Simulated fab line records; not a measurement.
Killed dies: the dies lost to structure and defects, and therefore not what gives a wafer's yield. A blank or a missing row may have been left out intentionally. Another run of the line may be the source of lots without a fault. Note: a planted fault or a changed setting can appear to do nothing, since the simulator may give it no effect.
Which of the tools did it? -- flow sky130 -- 13 lots, 39 wafers sampled, at 3 steps of a route of 708

== WHAT EACH GAUGE READ, for each wafer ==
SKY_VT_ADJUST_HVTR_OVL_MEAS_08.
lot,measured,on,VT_ADJUST_HVTR_OVL (nm)
L190,day 10 02:58,overlay-02,0.5 0.2 1.9
L191,day 10 09:19,overlay-01,1.0 0.5 -0.5
L192,day 10 18:49,overlay-01,0.7 1.0 0.5
L193,day 11 07:56,overlay-02,2.9 0.5 1.5
L194,day 11 10:55,overlay-01,-0.4 -0.3 0.4
L196,day 11 20:23,overlay-01,-1.8 -1.3 -1.2
L198,day 12 12:50,overlay-01,0.2 1.0 -0.5
L199,day 12 19:46,overlay-01,0.7 0.5 1.0
L203,day 14 01:34,overlay-01,1.4 0.5 1.1
L205,day 14 13:05,overlay-02,1.1 1.5 2.6
L207,day 15 04:47,overlay-01,0.0 0.9 1.4
L210,day 16 01:34,overlay-01,2.3 0.7 1.6
L211,day 16 11:38,overlay-02,2.9 2.6 1.2

SKY_SONOS_TUNNEL_TW_MEAS_12.
lot,measured,on,SONOS_TUNNEL_TW
L190,day 12 01:39,film metro-03,199.2 198.5 198.9
L191,day 12 09:13,film metro-04,195.1 195.4 195.3
L192,day 12 17:50,film metro-04,194.0 195.0 194.2
L193,day 13 09:33,film metro-03,199.6 199.8 199.6
L194,day 13 12:28,film metro-03,198.1 198.5 199.2
L196,day 13 23:52,film metro-04,193.4 193.5 194.2
L198,day 14 18:12,film metro-03,200.9 199.8 199.3
L199,day 15 00:11,film metro-04,195.1 195.1 194.2
L203,day 16 08:49,film metro-04,196.3 195.6 195.6
L205,day 16 21:53,film metro-04,194.3 194.8 194.9
L207,day 17 14:05,film metro-03,198.4 199.2 199.0
L210,day 18 13:43,film metro-04,194.6 195.4 194.7
L211,day 19 01:44,film metro-02,195.0 194.9 194.8

SKY_SONOS_ONO_OVL_MEAS_14.
lot,measured,on,SONOS_ONO_OVL (nm)
L190,day 13 07:46,overlay-01,0.2 -0.5 0.6
L191,day 13 16:23,overlay-01,-1.4 -1.7 -1.0
L192,day 14 00:30,overlay-01,1.8 0.7 -0.1
L193,day 14 15:35,overlay-02,3.5 1.5 3.6
L194,day 14 21:56,overlay-01,-0.8 -1.9 0.4
L196,day 15 08:42,overlay-01,1.1 0.8 0.6
L198,day 16 06:54,overlay-02,0.4 0.7 0.8
L199,day 16 11:11,overlay-01,2.2 0.8 1.0
L203,day 17 18:08,overlay-02,1.0 1.0 0.7
L205,day 18 10:11,overlay-01,-0.1 -1.0 -0.4
L207,day 19 03:56,overlay-02,1.3 0.4 1.1
L210,day 20 02:32,overlay-02,-2.7 -1.5 -1.7
L211,day 20 13:18,overlay-02,-0.2 -0.5 0.3

== WHICH TOOL RAN EACH LOT (tool, then ch and the chambers of the sampled wafers, then the start) ==
There is no process step in the record ahead of these readings.

== WHAT THE TOOLS THEMSELVES READ (means of the sampled wafers that have a number; where no wafer has one, the mark that the record gives instead) ==
The record holds no such reading with a usual standard deviation.

== THE ANSWER, worked out from the rows above alone ==
Rule: usual is defined by the lots themselves. The widest of any qualifying gaps counts: lots, ordered by their means at a reading, are off when they make up no more than a third of the lots, leave a main group of 4 or more, and stand apart from it by 3 or more times the standard deviation of that group's means. A main group is skipped when, at the precision printed for the reading in the tables above, its means are all equal. Also off: a lot with no number at a reading for which 4 or more lots have one. All remaining lots with rows at the step are treated as sound. Order of review: gauges by route order, followed by the tools' own readings, for which a lot's mean as printed above is used. At the first step where some lot is off, the reading lying furthest off is the one used; lots without a number count as furthest.
Nothing can be told from this: no lot is off at any reading shown.

== WHAT THE SIMULATOR HAD PUT IN ==
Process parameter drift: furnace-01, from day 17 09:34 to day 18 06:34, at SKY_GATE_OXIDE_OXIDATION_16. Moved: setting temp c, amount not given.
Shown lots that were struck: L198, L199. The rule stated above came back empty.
